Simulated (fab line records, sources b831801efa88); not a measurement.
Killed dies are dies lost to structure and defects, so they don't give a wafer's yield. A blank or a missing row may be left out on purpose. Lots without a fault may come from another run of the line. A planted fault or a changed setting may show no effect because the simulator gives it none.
fab line records | flow gf180mcu
record lots=6 wafers=18 last_day=34
route steps=602 shown V2@386
lots that met no fault: from a run of the same line without faults
start_h: hours from the record's first day to the start of the lot's first wafer shown | wait_h: hours since the lot's step before | " the same as in the row above | L1.1+2: a row that stands for several wafers | - no value, or no start given | * or withheld: withheld | < > ~ a bound
route shown NAME@n: a module of which the file shows steps, and the number in the route of the first | usual: mean/standard deviation of fault-free wafers | same: alike in all rows | chamber/n: place in a boat | sites: the reading at each site | _std_site: their standard deviation | _edge_site: outer sites' mean less inner sites' | radius_mm: how far each site lies from the wafer's centre | mask NAME#n: copy n | behind: the tool/chamber that last shaped the wafer | hold: why the lot was held/for how many hours/how that ended | device: the transistor (n, p or np) that didn't switch | end of line: the same wafers' tests at the end of the route | a step without rows: its recipe alone | killed: dies lost to structure and defects at the first sort, not the wafer's yield | map: a wafer's dies, x killed, . not, _ none there
set.NAME: the setting as run; set.NAME@STEP: as run at that earlier step | model.NAME: the simulator's own value behind a step, which no gauge read
lots at some steps of the route; a table a step, a row a wafer
services: from which hour (start_h, from the record's first day; less than 0 if before it) a tool's chamber was out of use, for how many hours, and why
## steps
# step GF_V2_CMP_04
# recipe material=SiO2 down_force_psi=4 platen_rpm=60 pad_velocity_m_s=0.94248
# usual head_pressure_psi=4.001/0.0089 motor_current_A=12.0/0.98 time_to_endpoint_s=81/5.7
# columns lot.wafer tool chamber start_h wait_h head_pressure_psi motor_current_A time_to_endpoint_s
L359.3 cmp-01 1 500.36 0.1 4.000 10.6 80
L359.2 " 2 " " 4.005 13.3 74
L359.5 " 0 " " 3.996 11.3 84
L360.1 cmp-01 0 515.48 0.1 4.008 11.5 79
L360.2 " 1 " " 4.005 10.9 82
L360.6 " 1 " " 4.005 9.9 89
L361.3 cmp-01 1 522.60 0.1 4.009 10.6 91
L361.5 " 0 " " 3.998 11.1 93
L361.6 " 1 " " 4.011 10.3 96
L369.3 cmp-02 0 583.07 0.0 4.012 12.0 77
L369.4 " 1 " " 3.996 12.3 76
L369.6 " 1 " " 4.009 12.5 79
L370.4 cmp-02 1 589.31 0.1 3.997 12.2 84
L370.1 " 2 " " 3.997 13.5 78
L370.2 " 3 " " 3.985 11.6 79
L373.3 cmp-02 1 612.97 0.0 4.016 11.8 75
L373.1 " 0 " " 4.016 12.2 85
L373.6 " 2 " " 3.995 12.8 82
# step GF_V2_BOW_MEAS_05
# recipe mode=bow
# usual V2_BOW=102/8.6
# columns lot.wafer tool chamber start_h wait_h V2_BOW[um]
L359.2 film_metro-01 - 500.61 0.2 95
L359.3 " - " " 102
L359.5 " - " " 102
L360.1 film_metro-01 - 515.78 0.2 114
L360.2 " - " " 121
L360.6 " - " " 110
L361.3 film_metro-01 - 522.89 0.2 99
L361.5 " - " " 91
L361.6 " - " " 95
L369.3 film_metro-04 - 583.41 0.3 106
L369.4 " - " " 115
L369.6 " - " " 107
L370.1 film_metro-01 - 589.56 0.1 100
L370.2 " - " " 89
L370.4 " - " " 108
L373.1 film_metro-04 - 613.27 0.1 103
L373.3 " - " " 117
L373.6 " - " " 102
# step GF_V2_DEHYDRATE_06
# recipe temp_c=200 time_s=60
# step GF_V2_HMDS_07
# recipe prime_time_s=60 prime_temp_c=120
# step GF_V2_COAT_08
# recipe resist=BARC temp_c=withheld time_s=withheld spin_rpm=withheld resist_thk_nm=withheld
# step GF_V2_COAT_09
# recipe resist=KrF spin_rpm=withheld resist_thk_nm=1000
# step GF_V2_SOFTBAKE_10
# recipe temp_c=130 time_s=60 resist=KrF
# step GF_V2_EXPOSE_11
# recipe mask_id=Via2 target_cd_nm=260 na=0.68 source_shape=conventional sigma_outer=0.6 dose_mj=38
# step GF_V2_PEB_12
# recipe peb_temp_c=135 peb_time_s=90 resist=KrF
# step GF_V2_DEVELOP_13
# recipe develop_time_s=61.13 resist=KrF dev_temp_c=21
# step GF_V2_CD_MEAS_14
# recipe target_cd_nm=260
# usual cd_nm=260.5/1.2
# columns lot.wafer tool chamber start_h wait_h cd_nm
L359.2 cd_sem-01 - 523.21 0.1 260.8
L359.3 " - " " 259.6
L359.5 " - " " 260.4
L360.1 cd_sem-02 - 539.14 0.1 260.3
L360.2 " - " " 261.1
L360.6 " - " " 261.3
L361.3 cd_sem-02 - 545.88 0.1 261.2
L361.5 " - " " 262.0
L361.6 " - " " 262.1
L369.3 cd_sem-01 - 604.62 0.1 259.6
L369.4 " - " " 259.2
L369.6 " - " " 261.2
L370.1 cd_sem-02 - 609.13 0.1 261.5
L370.2 " - " " 261.8
L370.4 " - " " 260.5
L373.1 cd_sem-01 - 633.33 0.1 258.6
L373.3 " - " " 258.0
L373.6 " - " " 257.3
# step GF_V2_OVL_MEAS_15
# usual V2_OVL=-5/5.1
# columns lot.wafer tool chamber start_h wait_h V2_OVL[nm]
L359.2 overlay-01 - 523.35 0.1 2
L359.3 " - " " -14
L359.5 " - " " -11
L360.1 overlay-01 - 539.26 0.1 -4
L360.2 " - " " -2
L360.6 " - " " 1
L361.3 overlay-01 - 545.97 0.1 7
L361.5 " - " " -2
L361.6 " - " " -2
L369.3 overlay-02 - 604.71 0.1 2
L369.4 " - " " -10
L369.6 " - " " -10
L370.1 overlay-01 - 609.25 0.1 -7
L370.2 " - " " 2
L370.4 " - " " 2
L373.1 overlay-02 - 633.45 0.1 1
L373.3 " - " " -5
L373.6 " - " " 6
# step GF_V2_ETCH_16
# recipe chemistry=N2/H2 target_depth_a=withheld overetch_a=withheld time_s=withheld target=BARC ion_energy_ev=200 source_w=500 bias_w=100 pressure_mtorr=30 n2_flow_sccm=100 h2_flow_sccm=200
# usual bias_w=100.0/0.32 chamber_pressure_mTorr=30.000/0.027 drypump_motor_current_A=5.8/0.44 h2_flow_sccm=200.1/0.61 oes_product_au=0.855/0.005 throttle_valve_pct=13.224/0.0095
# columns lot.wafer tool chamber start_h wait_h bias_w chamber_pressure_mTorr drypump_motor_current_A h2_flow_sccm oes_product_au throttle_valve_pct
L359.2 rie_diel-01 1 523.38 0.0 99.7 29.961 5.9 200.1 0.858 13.213
L359.3 " 2 " " 100.1 30.003 5.7 200.3 0.856 13.228
L359.5 " 1 " " 100.0 30.004 5.9 199.3 0.857 13.226
L360.1 rie_diel-01 1 539.30 0.0 99.9 29.996 5.9 200.8 0.863 13.220
L360.2 " 3 " " 99.8 30.011 5.4 200.0 0.855 13.215
L360.6 " 2 " " 100.0 29.964 5.7 200.3 0.855 13.229
L361.3 rie_diel-02 0 545.99 0.0 99.6 30.000 5.5 199.9 0.860 13.233
L361.5 " 0 " " 99.8 29.981 5.5 200.8 0.854 13.225
L361.6 " 3 " " 100.0 29.955 6.2 201.0 0.856 13.204
L369.3 rie_diel-02 2 604.73 0.0 - - - - - -
L369.4 " 3 " " - - - - - -
L369.6 " 0 " " - - - - - -
L370.1 rie_diel-02 0 609.28 0.0 - - - - - -
L370.2 " 2 " " - - - - - -
L370.4 " 3 " " - - - - - -
L373.1 rie_diel-01 3 633.48 0.0 100.0 30.001 5.4 199.8 0.851 13.218
L373.3 " 2 " " 100.1 30.038 5.7 200.8 0.857 13.220
L373.6 " 2 " " 100.3 29.992 5.7 200.4 0.865 13.215
# step GF_V2_ETCH_17
# recipe chemistry=C4F8/O2/Ar mask_material=KrF target=SiO2 stop_on=TiN source_w=1500 bias_w=1200 pressure_mtorr=40 c4f8_flow_sccm=withheld O2_flow_sccm=6 Ar_flow_sccm=300 time_s=withheld target_depth_a=6300
# usual bias_w=1200/3.7 chamber_pressure_mTorr=39.99/0.042 oes_product_au=0.855/0.0051
# columns lot.wafer tool chamber start_h wait_h bias_w chamber_pressure_mTorr oes_product_au
L359.2 rie_diel-01 1 - - 1199 39.94 0.853
L359.3 " 2 " " 1199 40.02 0.852
L359.5 " 1 " " 1204 40.06 0.843
L360.1 rie_diel-01 1 - - 1200 40.09 0.851
L360.2 " 3 " " 1203 39.98 0.853
L360.6 " 2 " " 1200 39.99 0.863
L361.3 rie_diel-02 0 - - 1206 40.04 0.858
L361.5 " 0 " " 1208 39.98 0.857
L361.6 " 3 " " 1202 39.95 0.858
L369.3 rie_diel-02 2 - - 1198 39.99 0.381
L369.4 " 3 " " 1199 40.01 0.372
L369.6 " 0 " " 1196 40.04 0.373
L370.1 rie_diel-02 0 - - 1200 39.93 0.379
L370.2 " 2 " " 1196 39.99 0.369
L370.4 " 3 " " 1206 39.96 0.375
L373.1 rie_diel-01 3 - - 1196 40.01 0.864
L373.3 " 2 " " 1202 40.02 0.852
L373.6 " 2 " " 1201 40.02 0.863
# step GF_V2_STRIP_18
# recipe chemistry=O2/N2 power_w=1400 pressure_mtorr=1500 platen_temp_c=250 o2_flow_sccm=3000 n2_flow_sccm=300 overash_fraction=0.5
# usual drypump_motor_current_A=5.7/0.54 heater_power_w=321/19 oes_product_au=0.594/0.0047
# columns lot.wafer tool chamber start_h wait_h drypump_motor_current_A heater_power_w oes_product_au rf_hours_counter_h
L359.2 plasma_asher-03 0 523.51 - 5.2 309 0.594 78
L359.3 " 0 " " 5.3 315 0.599 -
L359.5 " 0 " " 5.2 320 0.588 -
L360.1 plasma_asher-04 0 539.43 - 4.9 354 0.590 44
L360.2 " 1 " " 6.0 362 0.592 44
L360.6 " 0 " " 4.9 355 0.592 -
L361.3 plasma_asher-03 1 546.16 - 5.4 320 0.595 -
L361.5 " 1 " " 5.4 308 0.595 -
L361.6 " 0 " " 5.2 316 0.596 -
L369.3 plasma_asher-03 1 604.90 - 5.4 316 0.609 -
L369.4 " 0 " " 5.2 325 0.617 -
L369.6 " 1 " " 5.4 314 0.614 -
L370.1 plasma_asher-02 1 609.41 - 6.1 291 0.619 18
L370.2 " 0 " " 6.5 317 0.612 18
L370.4 " 1 " " 6.1 288 0.607 -
L373.1 plasma_asher-03 1 633.61 - 5.4 312 0.588 88
L373.3 " 0 " " 5.2 320 0.595 -
L373.6 " 1 " " 5.4 311 0.594 -
# step GF_V2_STRIP_19
# recipe chemistry=post_etch_residue_remover time_s=1200 temp_c=72.5
## services
# columns tool chamber start_h hours kind
plasma_asher-03 - 502.80 1.2 repair
plasma_asher-02 - 503.56 2.8 pm
cmp-02 - 503.72 0.9 repair
plasma_asher-04 - 506.65 3.9 repair
cmp-02 - 509.55 1.7 repair
rie_diel-01 0 522.61 1.2 repair
rie_diel-01 0 525.27 - clean
rie_diel-01 0 525.27 25.1 scheduled_down
rie_diel-01 0 525.27 25.1 vent_cycle
plasma_asher-03 - 555.79 17.4 repair
plasma_asher-02 - 558.28 14.6 pm
rie_diel-01 1 562.63 4.7 repair
cmp-01 - 572.09 4.0 pm
cmp-01 - 576.09 - consumable_replace:conditioner
cmp-01 - 576.09 - consumable_replace:pad
rie_diel-01 - 576.96 0.6 repair
cmp-01 - 611.24 4.6 pm
## key
first_sign step=GF_V2_ETCH_16 reading=tool_record direction=missing
effect step=GF_V2_ETCH_17 reading=oes_product_au direction=down sigmas=94 usual=0.855 struck=0.375
effect step=GF_V2_STRIP_18 reading=oes_product_au direction=up sigmas=4.1 usual=0.594 struck=0.613
met_at GF_V2_ETCH_16
struck_wafers L369.3,L369.4,L369.6,L370.1,L370.2,L370.4
later_rows_left_out L369.3,L369.4,L369.6,L370.1,L370.2,L370.4
sort_left_out L369.3,L369.4,L369.6,L370.1,L370.2,L370.4
onset_between 545.99 604.73
fault kind=skipped_step_whole tool=rie_diel-02 chamber=- onset_h=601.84 steps=GF_V2_ETCH_16 scope=struck_lots_only
# sort_left_out: the simulated sort isn't trusted on such a fault, so these wafers' sort isn't shown, and their yield isn't known
# later_rows_left_out: the simulator's readings of these wafers behind a module that went badly wrong aren't trusted and aren't shown, but for the sort
